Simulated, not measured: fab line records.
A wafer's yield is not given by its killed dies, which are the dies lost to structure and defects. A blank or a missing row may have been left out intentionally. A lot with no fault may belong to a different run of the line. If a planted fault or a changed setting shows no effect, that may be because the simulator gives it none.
fab line records    flow sky130    part 2 of 2: steps 27 to 35 of 35
record lots=5  wafers=15  last-day=49
route steps=708 shown FIELD_ISO@8 NWELL@32 DNWELL@35
lots untouched by any fault: they come from a run of this same line in which no faults occurred
start-h: hours from the record's opening day to when the first of the lot's shown wafers began    wait-h: how many hours have passed since the lot's step before this one    " identical to the entry in the row above    L1.1+2: a row that stands for several wafers    - value missing, or start not given    * or withheld: withheld    < > ~ a bound
route shown NAME@n: names a module that has steps shown in the file, with the first one's number in the route    usual: mean/standard deviation of fault-free wafers    same: alike in all rows    chamber/n: place in a boat    sites: the reading at each site    _std_site: the values' standard deviation    _edge_site: mean of outer sites minus mean of inner sites    radius-mm: for every site, how far away it sits from the centre of the wafer    mask NAME#n: copy n    behind: tool/chamber where the wafer was last shaped    hold: why the lot was held/for how many hours/how that ended    device: the n, p or np transistor that did not switch    end of line: at the end of the route, the tests of the same wafers    a step with no rows: only its recipe    killed: the dies lost at the first sort to structure and to defects; this is not the yield of the wafer    map: shows each die of a wafer: x if killed, . if not, _ if none is there
set.NAME: setting as actually run; set.NAME@STEP: the setting as run at that earlier step    model.NAME: the simulator's own value behind a step, which no gauge read
a table for each step, a row for each wafer; lots at some steps of the route
services: from which hour (start-h, from the record's first day; less than 0 if before it) a tool's chamber was out of use, for how many hours, and why
## steps
# step SKY_NWELL_THK_MEAS_02
# recipe reads=SiO2_of_NWELL_OXIDATION_01
# usual NWELL_OXIDATION_THK=10.00/0.2
lot.wafer  tool           chamber  start-h  wait-h  NWELL_OXIDATION_THK[nm]
L074.2     film-metro-01  -        38.22    0.0     10.39
L074.3     "              -        "        "       10.33
L074.5     "              -        "        "       10.45
L075.1     film-metro-01  -        43.76    0.0     10.00
L075.2     "              -        "        "       10.26
L075.6     "              -        "        "       10.10
L081.2     film-metro-02  -        70.67    0.0     9.98
L081.5     "              -        "        "       10.15
L081.6     "              -        "        "       10.01
L082.1     film-metro-01  -        79.28    0.0     9.95
L082.2     "              -        "        "       9.97
L082.4     "              -        "        "       10.19
L089.1     film-metro-02  -        113.08   0.0     9.89
L089.2     "              -        "        "       9.86
L089.3     "              -        "        "       10.01
# step SKY_DNWELL_DEHYDRATE_00
# recipe temp-c=200  time-s=60
# usual chill-plate-temp-C=23.01/0.12  exhaust-pa=44.8/0.88  heater-power-total-W=160.38/0.12
lot.wafer  tool            chamber  start-h  wait-h  chill-plate-temp-C  exhaust-pa  heater-power-total-W
L074.2     litho-track-02  0        45.01    6.8     22.88               44.4        160.51
L074.3     "               0        "        "       22.78               43.7        160.58
L074.5     "               0        "        "       22.88               44.7        160.44
L075.1     litho-track-04  0        50.68    6.9     22.90               45.4        160.34
L075.2     "               0        "        "       23.01               45.1        160.55
L075.6     "               0        "        "       22.98               44.6        160.24
L081.2     litho-track-04  0        78.21    7.5     22.99               44.9        160.23
L081.5     "               0        "        "       23.06               44.9        160.66
L081.6     "               0        "        "       22.93               46.2        160.34
L082.1     litho-track-04  0        87.28    8.0     23.05               45.8        160.53
L082.2     "               0        "        "       23.02               45.6        160.21
L082.4     "               0        "        "       22.98               45.7        160.31
L089.1     litho-track-02  0        121.64   8.5     22.91               43.6        160.49
L089.2     "               0        "        "       23.10               45.8        160.43
L089.3     "               0        "        "       22.90               45.6        160.45
# step SKY_DNWELL_HMDS_01
# recipe prime-time-s=60  prime-temp-c=120
# usual chill-plate-temp-C=22.99/0.11  exhaust-pa=45.0/0.94
lot.wafer  tool            chamber  start-h  wait-h  chill-plate-temp-C  exhaust-pa
L074.2     litho-track-02  0        45.16    0.1     22.92               46.7
L074.3     "               0        "        "       23.04               46.3
L074.5     "               0        "        "       22.83               44.8
L075.1     litho-track-04  0        50.83    0.1     22.89               45.4
L075.2     "               0        "        "       22.96               43.7
L075.6     "               0        "        "       22.96               44.0
L081.2     litho-track-04  0        78.36    0.1     22.80               45.6
L081.5     "               0        "        "       22.95               45.0
L081.6     "               0        "        "       22.96               45.7
L082.1     litho-track-04  0        87.43    0.1     22.92               44.0
L082.2     "               0        "        "       23.05               45.3
L082.4     "               0        "        "       23.06               46.1
L089.1     litho-track-02  0        121.79   0.1     23.06               45.1
L089.2     "               0        "        "       22.85               45.8
L089.3     "               0        "        "       23.03               45.6
# step SKY_DNWELL_COAT_02
# recipe spin-rpm=2000  resist-thk-nm=3000
# usual chill-plate-temp-C=23.00/0.12  exhaust-pa=45.1/0.85
lot.wafer  tool            chamber  start-h  wait-h  chill-plate-temp-C  exhaust-pa
L074.2     litho-track-02  0        45.31    0.1     22.97               45.5
L074.3     "               0        "        "       23.01               45.7
L074.5     "               0        "        "       22.97               45.7
L075.1     litho-track-04  0        50.98    0.1     22.93               45.9
L075.2     "               0        "        "       23.06               44.0
L075.6     "               0        "        "       23.09               44.5
L081.2     litho-track-04  0        78.51    0.1     23.01               42.7
L081.5     "               0        "        "       22.95               44.5
L081.6     "               0        "        "       22.90               44.6
L082.1     litho-track-04  0        87.58    0.1     23.15               44.6
L082.2     "               0        "        "       22.94               45.7
L082.4     "               0        "        "       23.12               43.2
L089.1     litho-track-02  0        121.94   0.1     22.99               44.7
L089.2     "               0        "        "       22.94               45.6
L089.3     "               0        "        "       22.88               45.3
# step SKY_DNWELL_SOFTBAKE_03
# recipe temp-c=110  time-s=withheld
# usual chill-plate-temp-C=23.01/0.1  exhaust-pa=45.0/0.77  heater-power-total-W=65.31/0.13
lot.wafer  tool            chamber  start-h  wait-h  chill-plate-temp-C  exhaust-pa  heater-power-total-W
L074.2     litho-track-02  0        45.47    0.1     23.06               45.4        65.31
L074.3     "               0        "        "       23.02               44.6        65.32
L074.5     "               0        "        "       23.11               45.3        65.12
L075.1     litho-track-04  0        51.13    0.1     23.07               42.8        65.36
L075.2     "               0        "        "       23.06               44.8        65.39
L075.6     "               0        "        "       22.93               43.6        65.05
L081.2     litho-track-04  0        78.66    0.1     23.07               45.5        65.28
L081.5     "               0        "        "       23.00               44.3        65.27
L081.6     "               0        "        "       22.98               44.2        65.31
L082.1     litho-track-04  0        87.73    0.1     23.13               45.6        65.18
L082.2     "               0        "        "       23.14               45.7        65.14
L082.4     "               0        "        "       23.18               45.2        65.36
L089.1     litho-track-02  0        122.09   0.1     23.05               45.8        65.14
L089.2     "               0        "        "       23.13               44.7        65.23
L089.3     "               0        "        "       23.14               45.8        65.46
# step SKY_DNWELL_EXPOSE_04
# recipe mask-id=DNM  na=0.57  target-cd-nm=3000  dose-mj=222
# usual exposure-dose-mJ-cm2=222.03/0.21
lot.wafer  tool              chamber  start-h  wait-h  mask   exposure-dose-mJ-cm2
L074.2     iline-stepper-01  0        -        -       DNM#0  221.73
L074.3     "                 0        "        "       DNM#0  221.44
L074.5     "                 0        "        "       DNM#0  221.64
L075.1     iline-stepper-01  0        -        -       DNM#0  221.98
L075.2     "                 0        "        "       DNM#0  222.09
L075.6     "                 0        "        "       DNM#0  221.79
L081.2     iline-stepper-01  0        -        -       DNM#0  221.49
L081.5     "                 0        "        "       DNM#0  222.15
L081.6     "                 0        "        "       DNM#0  222.16
L082.1     iline-stepper-01  0        -        -       DNM#0  221.83
L082.2     "                 0        "        "       DNM#0  222.07
L082.4     "                 0        "        "       DNM#0  222.22
L089.1     iline-stepper-01  0        -        -       DNM#0  222.02
L089.2     "                 0        "        "       DNM#0  222.20
L089.3     "                 0        "        "       DNM#0  221.70
# step SKY_DNWELL_PEB_05
# recipe temp-c=115  time-s=withheld
# usual chill-plate-temp-C=23.00/0.11  exhaust-pa=45.0/0.91  heater-power-total-W=69.34/0.13
lot.wafer  tool            chamber  start-h  wait-h  chill-plate-temp-C  exhaust-pa  heater-power-total-W
L074.2     litho-track-02  0        -        -       23.02               42.9        69.26
L074.3     "               0        "        "       23.08               44.4        69.27
L074.5     "               0        "        "       22.84               44.0        69.16
L075.1     litho-track-01  0        -        -       23.03               46.2        69.16
L075.2     "               0        "        "       23.02               45.0        69.52
L075.6     "               0        "        "       22.98               44.2        69.35
L081.2     litho-track-01  0        -        -       23.18               45.7        69.25
L081.5     "               0        "        "       23.05               45.3        69.16
L081.6     "               0        "        "       23.06               44.7        69.17
L082.1     litho-track-01  0        -        -       22.92               45.9        69.47
L082.2     "               0        "        "       23.11               44.4        69.54
L082.4     "               0        "        "       23.02               46.6        69.31
L089.1     litho-track-02  0        -        -       22.99               44.6        69.42
L089.2     "               0        "        "       23.02               44.0        69.53
L089.3     "               0        "        "       23.24               44.8        69.55
# step SKY_DNWELL_DEVELOP_06
# recipe wall-angle-deg=90  developer=TMAH  develop-time-s=60  dev-temp-c=23
# usual chill-plate-temp-C=23.02/0.098  exhaust-pa=45.1/0.82
lot.wafer  tool            chamber  start-h  wait-h  chill-plate-temp-C  exhaust-pa
L074.2     litho-track-02  0        -        -       23.10               45.2
L074.3     "               0        "        "       23.03               45.2
L074.5     "               0        "        "       23.05               46.7
L075.1     litho-track-01  0        -        -       23.35               45.2
L075.2     "               0        "        "       23.13               44.0
L075.6     "               0        "        "       23.16               42.4
L081.2     litho-track-01  0        -        -       23.03               44.5
L081.5     "               0        "        "       23.15               45.0
L081.6     "               0        "        "       23.05               44.6
L082.1     litho-track-01  0        -        -       23.14               44.7
L082.2     "               0        "        "       23.09               44.6
L082.4     "               0        "        "       23.03               44.7
L089.1     litho-track-02  0        -        -       22.98               45.2
L089.2     "               0        "        "       23.05               45.0
L089.3     "               0        "        "       23.14               44.7
# step SKY_DNWELL_IMPLANT_07
# recipe species=P  energy-kev=withheld  dose-cm2=withheld  tilt-deg=withheld
lot.wafer   tool          chamber  start-h  wait-h
L074.2+3+5  implanter-01  0        53.26    -
L075.1+2+6  implanter-01  0        58.82    -
L081.2+5+6  implanter-01  0        87.64    -
L082.1+2+4  implanter-03  0        96.37    -
L089.1+2+3  implanter-01  0        131.69   -
## services
tool              chamber  start-h  hours  kind
implanter-01      -        6.12     3.3    repair
implanter-01      -        15.87    8.0    pm
iline-stepper-01  -        17.00    4.3    repair
furnace-02        -        17.88    3.8    pm
rie-diel-03       2        20.76    5.1    repair
rie-diel-01       2        37.46    3.9    repair
krf-scanner-01    -        40.01    7.2    pm
rie-diel-01       3        41.10    16.2   repair
krf-scanner-01    -        54.45    1.0    pm
wet-bench-04      -        55.39    49.3   pm
cmp-01            -        61.56    8.5    pm
wet-bench-03      -        62.50    8.4    repair
rie-si-01         3        63.71    2.4    repair
iline-stepper-01  -        66.13    0.6    repair
hdpcvd-02         -        66.75    15.0   pm
implanter-01      -        72.49    5.3    pm
rie-diel-01       -        74.11    14.6   pm
iline-stepper-01  -        101.00   11.0   repair
rie-diel-03       -        109.65   2.8    pm
rie-diel-03       3        112.42   1.3    repair
iline-stepper-01  -        114.93   4.4    pm
furnace-01        -        116.43   2.2    repair
rie-si-01         2        125.40   6.0    repair
rie-diel-03       1        131.02   4.4    repair
